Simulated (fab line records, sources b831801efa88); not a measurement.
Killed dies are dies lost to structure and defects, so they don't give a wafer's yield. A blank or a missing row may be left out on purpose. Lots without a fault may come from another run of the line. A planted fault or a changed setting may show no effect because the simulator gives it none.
A struck lot beside a sound one | flow sky130 | 17 steps out of a route of 708
Sound: wafers L636.2, L636.3, L636.5. Struck: wafers L628.2, L628.4, L628.5. The cause comes at the end.
At each step with rows: each side's tool, then ch and its chambers, then its first start. Under that, the readings that differ: sound wafers | struck wafers | difference of the means | sigmas: that difference in standard deviations of wafers without a fault.
alike: readings whose means differ by less than 2 such deviations, and words and numbers that are the same on both sides. not compared: withheld readings, readings that some wafer has no value for, bounds like >300 that may hide the same value, and numbers for which the record gives no deviation and whose values overlap.
The two part at a step that has a row with sigmas, a row that says differs or no value, or rows on one side only. Numbers that don't overlap but have no deviation are shown without sigmas and don't part them. A reading that every wafer of one side lacks parts them only if that side has two wafers or more.

first, 5 steps without rows for these wafers: SKY_SD_N_COAT_02 (resist thk 1140 nm); SKY_SD_N_SOFTBAKE_03 (time 60 s); SKY_SD_N_EXPOSE_04 (exposes mask NSDM, target cd 380 nm); SKY_SD_N_PEB_05; SKY_SD_N_DEVELOP_06 (develop time 60 s).
SKY_SD_N_CD_MEAS_07: target cd 380 nm.
  sound on cd_sem-02, day 33 13:25; struck on cd_sem-01, day 30 22:50
  alike: cd_nm
SKY_SD_N_OVL_MEAS_08:
  sound on overlay-02, day 33 13:32; struck on overlay-02, day 30 22:56
  alike: SD_N_OVL
then, 2 steps without rows for these wafers: SKY_SD_N_IMPLANT_09; SKY_SD_N_IMPLANT_10.
SKY_SD_N_STRIP_11: strips in O2/N2.
  sound on plasma_asher-03 ch 1, day 33 13:52; struck on plasma_asher-03 ch 0,1, day 30 23:16
  alike: drypump_motor_current_A, oes_product_au, strip_time_to_endpoint_s
  not compared: rf_hours_counter_h
SKY_SD_N_TW_MEAS_12:
  sound on film_metro-04, day 33 13:58; struck on film_metro-02, day 30 23:23
  alike: SD_N_TW
then, 1 step without rows for these wafers: SKY_SD_N_CLEAN_13 (cleans in SC1/SC2, time 150 s).
SKY_SD_N_RTA_14: time 2 s.
  sound on rtp_anneal-01 ch 0, day 33 14:08; struck on rtp_anneal-01 ch 0, day 30 23:29
  reading            | sound             | struck            | difference | sigmas
  lamp_power_pct (%) | 15.69 15.72 15.80 | 14.53 14.61 14.62 | -1.15      | -24
  alike: ramp_up_c_per_s, wafer_temp_C_max
SKY_SD_N_RS_MEAS_16: measures by four-point-probe.
  sound on film_metro-02, day 33 14:19; struck on film_metro-04, day 30 23:41
  reading          | sound             | struck            | difference | sigmas
  SD_N_RS (ohm/sq) | 68.56 68.55 68.51 | 73.52 73.50 73.38 | +4.93      | +35
SKY_SD_N_RS_MEAS_17: measures by four-point-probe.
  sound on film_metro-02, day 33 14:26; struck on film_metro-04, day 30 23:48
  reading          | sound             | struck            | difference | sigmas
  SD_P_RS (ohm/sq) | 147.4 147.0 147.5 | 177.2 177.3 176.9 | +29.8      | +81
SKY_SD_N_RS_MEAS_18: measures by four-point-probe.
  sound on film_metro-02, day 33 14:33; struck on film_metro-04, day 30 23:55
  reading               | sound             | struck            | difference | sigmas
  RES_XHIGH_RS (ohm/sq) | 332.2 332.8 333.4 | 337.2 336.4 336.5 | +3.9       | +3
-- the record jumps here: 17 days lie between the struck wafers' starts before and after (it left off in module SD_N and takes up again in module PAD_OPEN, whose first step shown is number 708 of the route) --
SKY_PAD_OPEN_PROBE_99:
  sound on prober-01, day 49 21:35; struck on prober-01, day 47 23:36
  reading                                | sound             | struck            | difference | sigmas
  killed_at_other                        | 1 0 0             | 2 2 0             | +1         | +2
  model.etest.res_xhigh_po.line_ohm_um   | 5540 5583 5679    | 8100 7902 8548    | +2583      |
  model.etest.res_xhigh_po.rs_ohm_sq     | 1971 1945 2004    | 2835 2786 2923    | +875       |
  model.etest.pfet_01v8.r_on_ohm_um      | 2788 2822 2846    | 3339 3291 3288    | +487       |
  model.etest.tip_p.rs_ohm_sq            | 6710 6728 6771    | 7396 7395 7330    | +637       |
  model.etest.res_pdiff.line_ohm_um      | 1347 1362 1349    | 1639 1686 1653    | +307       |
  model.etest.res_high_po.line_ohm_um    | 740.1 736.3 740.9 | 992.4 995.6 1021  | +263.9     |
  model.etest.licon_high_po.rc_ohm       | 344.2 355.7 345.1 | 542.9 554.4 584.6 | +212.3     |
  model.etest.pfet_g5v0d10v5.r_on_ohm_um | 4650 4688 4650    | 4938 4873 4912    | +245       |
  alike: killed_at_M0_to_M3, killed_at_M4_up, killed_at_contacts, killed_at_front_end, killed_dies, killed_open, killed_short

WHERE THEY PART
First at SKY_SD_N_RTA_14; last, within this record, at SKY_PAD_OPEN_PROBE_99.

WHY: what the simulator had put in
Process parameter drift: rtp_anneal-01, from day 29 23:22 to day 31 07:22, at SKY_SD_N_RTA_14. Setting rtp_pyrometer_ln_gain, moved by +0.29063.
